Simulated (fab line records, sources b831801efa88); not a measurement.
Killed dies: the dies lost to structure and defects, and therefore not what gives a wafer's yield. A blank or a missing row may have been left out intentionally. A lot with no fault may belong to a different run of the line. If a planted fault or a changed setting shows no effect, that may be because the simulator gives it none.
Which tool is to blame?    flow sky130    12 lots, 36 wafers sampled, at 5 steps of a route of 708

## WHAT THE GAUGES SHOWED, per wafer
SKY_SD_N_CD_MEAS_07: the cd target is 380 nm. Usual: cd_nm 379.9 nm, standard deviation 2.6.
lot   measured      on         cd_nm (nm)         flag
L790  day 28 03:51  cd_sem-02  377.7 378.6 379.2  
L793  day 29 03:50  cd_sem-01  377.1 376.7 380.4  
L794  day 29 12:13  cd_sem-01  380.5 377.6 380.0  
L795  day 29 23:14  cd_sem-01  380.4 380.0 377.9  
L796  day 30 02:46  cd_sem-02  379.6 378.8 380.6  
L798  day 30 17:17  cd_sem-02  375.9 373.8 378.6  
L801  day 31 08:21  cd_sem-02  382.6 382.3 381.1  
L802  day 31 16:32  cd_sem-01  376.9 377.9 376.8  
L804  day 32 06:24  cd_sem-02  372.2 375.9 375.0  
L805  day 32 18:45  cd_sem-01  380.1 381.3 382.0  
L806  day 33 09:54  cd_sem-02  382.2 379.8 378.6  
L813  day 35 08:38  cd_sem-01  382.1 384.7 383.8  

SKY_LI_CONTACT_RS_MEAS_22: uses a four-point probe to measure. Usual: for LI_CONTACT_W_RS the level is 0.284 ohm/sq and the standard deviation is 0.0045.
lot   measured      on             LI_CONTACT_W_RS (ohm/sq)  flag
L790  day 29 10:32  film_metro-01  0.280 0.289 0.281         
L793  day 30 10:20  film_metro-01  0.274 0.284 0.285         
L794  day 30 18:32  film_metro-02  0.288 0.286 0.283         
L795  day 31 05:04  film_metro-02  0.289 0.285 0.276         
L796  day 31 08:25  film_metro-03  0.288 0.285 0.283         
L798  day 31 22:43  film_metro-01  0.285 0.284 0.282         
L801  day 32 13:14  film_metro-03  0.284 0.286 0.283         
L802  day 32 22:27  film_metro-03  0.281 0.289 0.290         
L804  day 33 12:34  film_metro-02  0.280 0.268 0.269         
L805  day 34 00:37  film_metro-02  0.283 0.278 0.268         
L806  day 34 14:08  film_metro-02  0.286 0.286 0.284         
L813  day 36 13:52  film_metro-02  0.283 0.286 0.287         

SKY_CONTACT_OVL_MEAS_15. Usual: for CONTACT_OVL the level is 1 nm and the standard deviation is 5.1.
lot   measured      on          CONTACT_OVL (nm)  flag
L790  day 31 18:58  overlay-01  1 -1 -5           
L793  day 32 19:39  overlay-01  1 -6 -2           
L794  day 33 02:17  overlay-01  6 9 -2            
L795  day 33 13:40  overlay-01  8 12 0            
L796  day 33 16:00  overlay-01  -1 1 -3           
L798  day 34 06:08  overlay-01  -4 8 5            
L801  day 34 21:35  overlay-01  -4 4 -6           
L802  day 35 05:59  overlay-01  0 -3 -5           
L804  day 35 17:56  overlay-02  7 4 8             
L805  day 36 05:59  overlay-02  8 15 9            
L806  day 36 19:10  overlay-02  5 -2 -1           
L813  day 38 18:41  overlay-01  -1 -7 -3          

## EACH LOT AND THE TOOL THAT RAN IT (in order: tool; ch and the chambers of the sampled wafers; start)
lot   SKY_LI_CONTACT_ETCH_14              SKY_LI_CONTACT_CVD_21
L790  rie_diel-01 ch 0,2, day 29 09:50    cvd_w-01 ch 0,1, day 29 10:24
L793  rie_diel-03 ch 1,2, day 30 09:39    cvd_w-01 ch 0,1, day 30 10:13
L794  rie_diel-02 ch 0,3, day 30 17:47    cvd_w-02 ch 0,1, day 30 18:23
L795  rie_diel-03 ch 0,1,2, day 31 04:23  cvd_w-01 ch 0,1, day 31 04:56
L796  rie_diel-01 ch 0,3, day 31 07:41    cvd_w-02 ch 0,1, day 31 08:18
L798  rie_diel-03 ch 2,3, day 31 22:02    cvd_w-02 ch 0,1, day 31 22:35
L801  rie_diel-03 ch 2,3, day 32 12:33    cvd_w-01 ch 0, day 32 13:07
L802  rie_diel-02 ch 0,1,3, day 32 21:44  cvd_w-01 ch 0,1, day 32 22:20
L804  rie_diel-02 ch 1,2, day 33 11:53    cvd_w-01 ch 0,1, day 33 12:26
L805  rie_diel-03 ch 0,1,3, day 33 23:56  cvd_w-01 ch 0,1, day 34 00:29
L806  rie_diel-02 ch 0,2,3, day 34 13:27  cvd_w-02 ch 0,1, day 34 14:01
L813  rie_diel-02 ch 1,3, day 36 13:08    cvd_w-02 ch 0,1, day 36 13:44
- SKY_LI_CONTACT_ETCH_14: etches BARC in N2/H2, stops on SiO2, time 45.9 s, target depth 60 nm.
- SKY_LI_CONTACT_CVD_21: deposits W, target thk 400 nm, time 120.56 s.

## WHAT THE TOOLS THEMSELVES READ (means of the sampled wafers that have a number; where no wafer has one, the mark that the record gives instead)
SKY_LI_CONTACT_ETCH_14. Usual: chamber_pressure_mTorr 29.997 mTorr, standard deviation 0.025; drypump_motor_current_A 5.7 A, standard deviation 0.36; oes_product_au 0.855 a.u., standard deviation 0.0043; throttle_valve_pct 13.224 %, standard deviation 0.0094.
lot   tool         chamber_pressure_mTorr (mTorr)  drypump_motor_current_A (A)  oes_product_au (a.u.)  throttle_valve_pct (%)  flag
L790  rie_diel-01  29.986                          5.8                          0.855                  13.219                  
L793  rie_diel-03  29.992                          5.9                          0.851                  13.230                  
L794  rie_diel-02  30.004                          5.6                          0.853                  13.223                  
L795  rie_diel-03  29.994                          5.9                          0.858                  13.229                  
L796  rie_diel-01  29.996                          5.7                          0.849                  13.224                  
L798  rie_diel-03  29.981                          5.7                          0.855                  13.236                  
L801  rie_diel-03  30.022                          5.7                          0.856                  13.226                  
L802  rie_diel-02  29.985                          5.9                          0.860                  13.225                  
L804  rie_diel-02  29.981                          5.4                          0.855                  13.229                  
L805  rie_diel-03  29.994                          5.9                          0.859                  13.231                  
L806  rie_diel-02  29.978                          5.4                          0.857                  13.222                  
L813  rie_diel-02  29.994                          5.9                          0.853                  13.225                  

SKY_LI_CONTACT_CVD_21. Usual: heater_power_w 921 W, standard deviation 120.
lot   tool      heater_power_w (W)  flag
L790  cvd_w-01  1008                
L793  cvd_w-01  1005                
L794  cvd_w-02  745                 
L795  cvd_w-01  1027                
L796  cvd_w-02  787                 
L798  cvd_w-02  750                 
L801  cvd_w-01  1014                
L802  cvd_w-01  1029                
L804  cvd_w-01  1020                
L805  cvd_w-01  1027                
L806  cvd_w-02  768                 
L813  cvd_w-02  746                 

## THE ANSWER, worked out from the rows above alone
Rule: take the mean of a lot's wafers that have a number; if it is more than 3 standard deviations from the usual mean, the lot is off. A lot without any number at a reading at which 4 lots or more have one is off too. The other lots that the step has rows for count as sound. After the gauges, taken in route order, come the tools' own readings; for these a lot's mean is taken, as printed above. At the first step where some lot is off, the reading lying furthest off is the one used; lots without a number count as furthest.
None of the lots is off at any reading shown; this tells nothing.

## WHAT THE SIMULATOR PUT IN
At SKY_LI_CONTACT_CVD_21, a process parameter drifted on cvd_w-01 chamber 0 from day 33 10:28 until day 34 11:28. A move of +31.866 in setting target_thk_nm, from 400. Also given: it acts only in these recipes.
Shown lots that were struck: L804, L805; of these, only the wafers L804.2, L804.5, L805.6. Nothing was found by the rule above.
